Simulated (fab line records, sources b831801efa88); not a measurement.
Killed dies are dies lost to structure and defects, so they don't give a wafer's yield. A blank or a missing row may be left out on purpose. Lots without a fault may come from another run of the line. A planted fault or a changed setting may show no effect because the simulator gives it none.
Problem report in the 8D (eight disciplines) form, filled by code | flow sky130 | the parts of the form that need people (team, actions taken, sign-off) are left out

1. THE PROBLEM
cd_nm at SKY_SONOS_TUNNEL_CD_MEAS_07 reads a mean of 366.7 nm on 1 wafer of 1 lot; wafers without a fault read 410.1 nm with a standard deviation of 2.3. That is -19 standard deviations from the usual mean.
The step: target cd 410 nm.
First seen on wafer L498.6, day 14 12:26, on cd_sem-02. The record holds 39 wafers of 13 lots with a number at this step. Rule for "out", or "out of limits": more than 4 standard deviations from the usual mean. The other wafers with a number count as sound.

2. WHAT IT IS AND WHAT IT IS NOT
question                    | is                | is not
which readings at this step | cd_nm             | -
which lots                  | L498              | L490, L492, L493, L494, L495, L497, L500, L501, L507, L510, L511, L513
which wafers of those lots  | L498.6            | L498.2, L498.3
read on which gauges        | cd_sem-02         | cd_sem-01
when                        | from day 14 12:26 | up to then (20 sound wafers); but 18 sound wafers of L500, L501, L507, L510, L511, L513 came after

3. SUSPECTS, AND WHAT RULES EACH OUT
Counting: a tool at a process step up to the reading stays a suspect if it ran every lot that is out. Sound lots after the first of them don't rule it out here, since some wafers of a struck lot are sound.
- the gauge at SKY_SONOS_TUNNEL_CD_MEAS_07: kept. All the wafers that are out were read on cd_sem-02, and no step on other tools shows them out.
- litho_track-02 at SKY_SONOS_TUNNEL_DEVELOP_06 (develop time 60 s): kept. It ran the lot that is out, L498 (day 14 12:17); its last sound lot up to then is L497 (day 13 22:47).
Left after counting: litho_track-02 at SKY_SONOS_TUNNEL_DEVELOP_06, cd_sem-02 at SKY_SONOS_TUNNEL_CD_MEAS_07.

4. THE CAUSE (what the simulator had put in)
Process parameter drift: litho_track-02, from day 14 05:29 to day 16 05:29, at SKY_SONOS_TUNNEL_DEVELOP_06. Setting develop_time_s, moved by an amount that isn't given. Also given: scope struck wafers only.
Counting left 2 suspects, and this tool is among them.

5. THE CHAIN OF EFFECTS, in route order
Each row: a reading whose mean over the struck wafers that have a number lies more than 3 standard deviations from the usual. Only readings for which the record gives a usual standard deviation are gone through. hours: the time from each lot's start at the first step in this table that gives one to its start at this step, as a median over the lots. sigmas: the change in usual standard deviations.
hours | step                        | reading | usual    | on struck wafers | change | sigmas
0     | SKY_SONOS_TUNNEL_CD_MEAS_07 | cd_nm   | 410.1 nm | 366.7            | -43.4  | -19

6. WHAT WOULD HAVE CAUGHT IT SOONER
In this record the first reading out of limits at a measuring or inspecting step was taken at day 14 12:26, 7 hours after the fault began at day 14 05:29.
All the lots that are out (1) had begun SKY_SONOS_TUNNEL_DEVELOP_06 on litho_track-02 by day 14 12:26. A hold on the tool at that time would have spared none of them.
